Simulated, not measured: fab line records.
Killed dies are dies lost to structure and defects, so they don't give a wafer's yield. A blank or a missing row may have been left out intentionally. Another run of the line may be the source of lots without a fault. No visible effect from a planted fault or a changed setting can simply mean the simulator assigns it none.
fab line records | flow sky130
record lots=11 wafers=33 lastDay=50
route steps=708 shown CAP2M@606 VIA4@639 PAD_OPEN@708
lots with no fault: from the same line, run without faults
startH: the number of hours between the record's first day and the start of the first shown wafer of the lot | waitH: hours elapsed since this lot's preceding step | " the same as in the row above | L1.1+2: one row covering several wafers at once | - no value, or no start given | * or withheld: withheld | < > ~ a bound
route shown NAME@n: names a module that has steps shown in the file, with the first one's number in the route | usual: the fault-free wafers' mean and standard deviation | same: alike in all rows | chamber/n: place in a boat | sites: readings site by site | _std_site: their standard deviation | _edge_site: outer sites' mean less inner sites' | radiusMm: how far each site lies from the wafer's centre | mask NAME#n: copy n | behind: tool/chamber where the wafer was last shaped | hold: the reason the lot was held/the length of the hold in hours/how it ended | device: the n, p or np transistor that did not switch | end of line: the tests these same wafers got at the end of their route | for a step that has no rows: nothing shown but its recipe | killed: dies that structure and defects cost at the first sort, which is not the same as the wafer's yield | map: shows each die of a wafer: x if killed, . if not, _ if none is there
set.NAME: the setting the step ran with; set.NAME@STEP: the setting that earlier step ran with | model.NAME: the simulator's own value behind a step, which no gauge read
the route's steps for a sample of lots (tables are steps, rows are wafers)
services: a tool's chamber out of use, with start hour (startH, from the record's first day; less than 0 if before it), hours out, and reason
## steps
# step SKY_CAP2M_RS_MEAS_03
# recipe thkMeasGauge=four-point-probe reads=TiN_of_CAP2M_SPUTTER_02
# usual CAP2M_TIN_RS=6.88/0.083
# columns lot.wafer tool chamber startH waitH CAP2M_TIN_RS[ohm/sq]
L862.2 filmMetro-04 - 929.92 0.1 6.93
L862.4 " - " " 6.93
L862.5 " - " " 6.94
L863.1 filmMetro-04 - 941.80 0.1 6.81
L863.2 " - " " 6.76
L863.4 " - " " 6.95
L864.1 filmMetro-01 - 948.99 0.1 6.85
L864.2 " - " " 6.90
L864.5 " - " " 6.82
L868.1 filmMetro-04 - 976.08 0.1 6.89
L868.3 " - " " 6.78
L868.5 " - " " 6.90
L869.1 filmMetro-03 - 981.14 0.1 6.91
L869.5 " - " " 7.07
L869.6 " - " " 6.92
L875.2 filmMetro-04 - 1027.87 0.1 6.84
L875.4 " - " " 6.80
L875.5 " - " " 6.91
L879.2 filmMetro-01 - 1059.61 0.1 6.85
L879.4 " - " " 6.83
L879.6 " - " " 6.94
L881.3 filmMetro-03 - 1060.13 0.1 6.84
L881.4 " - " " 6.88
L881.6 " - " " 6.80
L883.2 filmMetro-03 - 1075.20 0.1 6.90
L883.3 " - " " 6.77
L883.6 " - " " 6.88
L884.2 filmMetro-03 - 1076.98 0.1 6.93
L884.4 " - " " 7.00
L884.6 " - " " 6.95
L885.1 filmMetro-03 - 1088.81 0.1 6.99
L885.3 " - " " 7.05
L885.4 " - " " 6.94
# step SKY_CAP2M_STRIP_14
# recipe chemistry=O2/N2 powerW=1400 pressureMtorr=1500 platenTempC=withheld o2FlowSccm=3000 n2FlowSccm=300 overashFraction=0.5
# usual drypumpMotorCurrentA=5.4/0.54 n2FlowSccm=300.0/0.9 oesProductAu=0.709/0.0046 stripTimeToEndpointS=12.67/0.052
# columns lot.wafer tool chamber startH waitH drypumpMotorCurrentA n2FlowSccm oesProductAu rfHoursCounterH stripTimeToEndpointS
L862.2 plasmaAsher-04 0 955.00 0.1 4.7 299.5 0.704 114 12.63
L862.4 " 0 " " 4.7 299.1 0.710 - 12.68
L862.5 " 0 " " 4.7 299.9 0.707 - 12.69
L863.1 plasmaAsher-02 0 965.15 0.1 6.6 298.5 0.711 52 12.70
L863.2 " 1 " " 6.1 298.9 0.709 52 12.68
L863.4 " 0 " " 6.6 298.3 0.709 - 12.72
L864.1 plasmaAsher-04 1 972.55 0.1 5.4 299.4 0.704 116 12.65
L864.2 " 0 " " 4.8 300.8 0.708 116 12.67
L864.5 " 1 " " 5.3 301.9 0.710 - 12.70
L868.1 plasmaAsher-04 1 1000.10 0.1 5.4 299.5 0.711 119 12.63
L868.3 " 1 " " 5.4 298.6 0.706 - 12.63
L868.5 " 0 " " 4.7 299.9 0.711 - 12.56
L869.1 plasmaAsher-03 1 1005.41 0.1 5.5 299.0 0.703 89 12.61
L869.5 " 0 " " 5.6 301.9 0.704 - 12.69
L869.6 " 1 " " 5.5 299.8 0.710 - 12.61
L875.2 plasmaAsher-03 0 1050.06 0.1 5.6 299.6 0.714 93 12.63
L875.4 " 0 " " 5.6 299.0 0.710 - 12.66
L875.5 " 0 " " 5.6 300.2 0.712 - 12.70
L879.2 plasmaAsher-02 1 1080.78 0.1 6.1 302.4 0.708 64 12.67
L879.4 " 0 " " 6.6 300.6 0.716 - 12.67
L879.6 " 1 " " 6.1 301.8 0.714 - 12.62
L881.3 plasmaAsher-03 1 1081.84 0.1 5.5 300.4 0.704 - 12.61
L881.4 " 0 " " 5.6 300.4 0.708 - 12.62
L881.6 " 1 " " 5.5 300.1 0.712 - 12.56
L883.2 plasmaAsher-04 0 1096.56 0.1 4.7 300.6 0.710 3 12.69
L883.3 " 1 " " 5.4 299.9 0.706 - 12.70
L883.6 " 0 " " 4.7 299.6 0.712 - 12.68
L884.2 plasmaAsher-04 1 1097.50 0.1 5.4 299.0 0.708 3 12.64
L884.4 " 1 " " 5.4 299.3 0.714 - 12.63
L884.6 " 1 " " 5.4 300.1 0.703 - 12.76
L885.1 plasmaAsher-03 0 1109.26 0.1 5.6 299.5 0.709 100 12.59
L885.3 " 1 " " 5.5 300.9 0.709 - 12.67
L885.4 " 0 " " 5.6 299.6 0.718 - 12.62
# step SKY_VIA4_HDPCVD_00
# recipe material=SiO2 targetThkNm=1750 sigmaOpenFrac=0.3 timeS=291.7 tempC=400 sih4FlowSccm=60 pressureMtorr=6
# usual runLengthS=319.6/0.5
# columns lot.wafer tool chamber startH waitH runLengthS
L862.2 hdpcvd-01 0 980.56 0.0 318.7
L862.4 " 0 " " 318.7
L862.5 " 1 " " 320.1
L863.1 hdpcvd-01 1 990.75 0.0 319.4
L863.2 " 0 " " 318.6
L863.4 " 2 " " 319.7
L864.1 hdpcvd-01 2 998.80 0.0 320.1
L864.2 " 1 " " 319.5
L864.5 " 0 " " 318.8
L868.1 hdpcvd-01 1 1025.34 0.0 295.8
L868.3 " 0 " " 295.1
L868.5 " 2 " " 296.2
L869.1 hdpcvd-01 0 1029.87 0.0 295.2
L869.5 " 2 " " 295.7
L869.6 " 1 " " 295.9
L875.2 hdpcvd-02 0 1073.59 0.1 319.6
L875.4 " 0 " " 320.2
L875.5 " 2 " " 320.0
L879.2 hdpcvd-01 1 1102.89 0.0 320.0
L879.4 " 0 " " 318.6
L879.6 " 2 " " 319.5
L881.3 hdpcvd-01 2 1103.81 0.0 319.7
L881.4 " 2 " " 319.6
L881.6 " 0 " " 319.0
L883.2 hdpcvd-01 1 1118.14 0.0 319.5
L883.3 " 0 " " 318.9
L883.6 " 2 " " 320.3
L884.2 hdpcvd-01 1 1119.42 0.0 319.3
L884.4 " 2 " " 319.8
L884.6 " 1 " " 319.6
L885.1 hdpcvd-01 1 1130.65 0.0 319.8
L885.3 " 0 " " 319.0
L885.4 " 0 " " 319.2
# step SKY_VIA4_THK_MEAS_01
# recipe reads=SiO2_of_VIA4_HDPCVD_00
# usual VIA4_HDPCVD_THK=1745/15
# columns lot.wafer tool chamber startH waitH VIA4_HDPCVD_THK[nm]
L862.2 filmMetro-02 - 980.75 0.1 1720
L862.4 " - " " 1743
L862.5 " - " " 1758
L863.1 filmMetro-01 - 990.93 0.1 1759
L863.2 " - " " 1729
L863.4 " - " " 1748
L864.1 filmMetro-02 - 998.98 0.1 1737
L864.2 " - " " 1786
L864.5 " - " " 1734
L868.1 filmMetro-04 - 1025.52 0.1 1595
L868.3 " - " " 1580
L868.5 " - " " 1575
L869.1 filmMetro-02 - 1030.05 0.1 1594
L869.5 " - " " 1586
L869.6 " - " " 1598
L875.2 filmMetro-04 - 1073.78 0.1 1728
L875.4 " - " " 1744
L875.5 " - " " 1732
L879.2 filmMetro-04 - 1103.08 0.1 1745
L879.4 " - " " 1731
L879.6 " - " " 1730
L881.3 filmMetro-02 - 1104.01 0.1 1742
L881.4 " - " " 1755
L881.6 " - " " 1732
L883.2 filmMetro-04 - 1118.33 0.1 1759
L883.3 " - " " 1731
L883.6 " - " " 1731
L884.2 filmMetro-02 - 1119.61 0.1 1741
L884.4 " - " " 1756
L884.6 " - " " 1764
L885.1 filmMetro-01 - 1130.83 0.1 1748
L885.3 " - " " 1711
L885.4 " - " " 1726
# step SKY_VIA4_CMP_02
# recipe material=SiO2 downForcePsi=4 platenRpm=60 padVelocityMS=0.94248
# usual motorCurrentA=12.7/1.2
# columns lot.wafer tool chamber startH waitH motorCurrentA
L862.4 cmp-01 0 980.85 0.1 11.1
L862.2 " 2 " " 13.9
L862.5 " 3 " " 13.1
L863.4 cmp-01 0 990.99 0.0 11.7
L863.2 " 1 " " 11.8
L863.1 " 3 " " 12.9
L864.2 cmp-02 0 999.04 0.0 10.7
L864.1 " 3 " " 12.6
L864.5 " 0 " " 11.0
L868.1 cmp-02 1 1025.58 0.1 12.9
L868.3 " 2 " " 12.3
L868.5 " 2 " " 12.7
L869.1 cmp-01 3 1030.26 0.2 12.8
L869.6 " 0 " " 12.3
L869.5 " 1 " " 12.5
L875.4 cmp-01 2 1073.95 0.1 14.9
L875.2 " 1 " " 12.2
L875.5 " 3 " " 13.9
L879.4 cmp-01 3 1103.13 0.0 13.3
L879.2 " 2 " " 14.6
L879.6 " 0 " " 10.9
L881.4 cmp-02 2 1104.10 0.1 12.6
L881.3 " 3 " " 12.2
L881.6 " 2 " " 12.8
L883.2 cmp-02 2 1118.43 0.1 12.6
L883.3 " 0 " " 10.7
L883.6 " 1 " " 13.4
L884.4 cmp-01 2 1119.66 0.0 15.2
L884.2 " 0 " " 11.7
L884.6 " 3 " " 13.3
L885.1 cmp-01 0 1130.94 0.1 11.3
L885.3 " 1 " " 12.6
L885.4 " 2 " " 15.8
# step SKY_PAD_OPEN_PROBE_99
# usual defectLimitedYield=82.9/2 killed_at_M0_to_M3=42/7.6 killed_at_M4_up=2.9/1.7 killedAtContacts=24/5.1 killedAtFrontEnd=15/4 killedAtOther=0.2/0.38 killedDies=84/9.9 killedOpen=46/7.2 killedShort=38/6.6 sort_bin_3_pad_short=0.9/0.38 sort_bin_5_function=10.2/1.5 sort_bin_6_memory=6.0/1 sortNPass=408/9.9 sortYieldPct=82.9/2
# same grossDies=492 killedAtBackSide=0 sort_bin_4_leakage[%]=0 sort_bin_8_speed[%]=0
# columns lot.wafer tool chamber startH waitH defectLimitedYield[%] killed_at_M0_to_M3 killed_at_M4_up killedAtContacts killedAtFrontEnd killedAtOther killedDies killedOpen killedShort sort_bin_3_pad_short[%] sort_bin_5_function[%] sort_bin_6_memory[%] sortNPass sortYieldPct[%]
L868.1 prober-02 - 1116.34 0.1 85.6 25 3 33 10 0 71 40 31 0.8 9.3 4.3 421 85.6
L868.3 prober-02 - 1116.44 0.2 81.7 37 2 32 19 0 90 49 41 0.6 12.6 5.1 402 81.7
L868.5 prober-02 - 1116.54 0.2 80.7 46 1 30 18 0 95 53 42 0.6 11.6 7.1 397 80.7
# killed by level:class
L868.1 LI_CONTACT:geometricParticle:open=12 CONTACT:geometricParticle:open=9 VIA2:geometricParticle:open=6 FIELD_ISO:geometricParticle:short=5 VIA3:geometricParticle:open=5 POLY_GATE:geometricParticle:short=4 LI_CONTACT:geometricParticle:short=3 LOCAL_INTERCONNECT:geometricParticle:short=3
L868.3 LI_CONTACT:geometricParticle:open=11 FIELD_ISO:geometricParticle:short=9 VIA1:geometricParticle:open=9 CONTACT:geometricParticle:open=7 CONTACT:geometricParticle:short=6 METAL2:geometricParticle:short=5 VIA3:geometricParticle:open=5 LOCAL_INTERCONNECT:geometricParticle:short=4
L868.5 VIA1:geometricParticle:open=14 CONTACT:geometricParticle:open=11 POLY_GATE:geometricParticle:open=8 LI_CONTACT:geometricParticle:open=8 METAL2:geometricParticle:short=8 METAL1:geometricParticle:short=7 CONTACT:geometricParticle:short=6 VIA3:geometricParticle:open=5
## services
# columns tool chamber startH hours kind
cmp-02 - 935.29 26.3 pm
plasmaAsher-04 - 944.42 2.7 repair
hdpcvd-01 1 948.12 12.0 repair
hdpcvd-01 - 950.25 15.0 pm
hdpcvd-01 0 950.25 15.0 ventCycle
hdpcvd-01 1 950.25 15.0 ventCycle
hdpcvd-01 2 950.25 15.0 ventCycle
cmp-01 - 957.46 1.4 repair
cmp-01 - 964.94 14.4 pm
cmp-02 - 991.96 1.7 repair
cmp-01 - 993.67 7.0 pm
plasmaAsher-03 - 1009.94 2.8 pm
hdpcvd-01 0 1037.31 26.1 repair
plasmaAsher-04 - 1045.42 1.6 repair
cmp-01 - 1047.38 3.3 repair
plasmaAsher-04 - 1055.25 9.0 pm
cmp-01 - 1060.56 1.1 repair
hdpcvd-01 - 1067.15 1.3 repair
hdpcvd-01 - 1070.88 2.8 pm
cmp-01 - 1084.00 4.0 pm
plasmaAsher-02 - 1095.07 1.7 repair
plasmaAsher-02 - 1101.59 6.3 repair
plasmaAsher-03 - 1110.73 1.4 repair
hdpcvd-02 - 1128.65 1.3 repair
## key
firstSign step=SKY_VIA4_HDPCVD_00 reading=runLengthS direction=down sigmas=48 usual=* struck=*
effect step=SKY_VIA4_THK_MEAS_01 reading=VIA4_HDPCVD_THK direction=down sigmas=10 usual=1745 struck=1588
metAt SKY_VIA4_HDPCVD_00
struckLots L868,L869
notActingAt SKY_CAP2M_RS_MEAS_03,SKY_CAP2M_STRIP_14,SKY_VIA4_CMP_02
onsetBetween 998.80 1025.34
fault kind=processParameterDrift tool=hdpcvd-01 chamber=- onsetH=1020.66 steps=SKY_VIA4_HDPCVD_00 channel=timeS offset=* shape=step endH=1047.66 actsIn=* stated=*
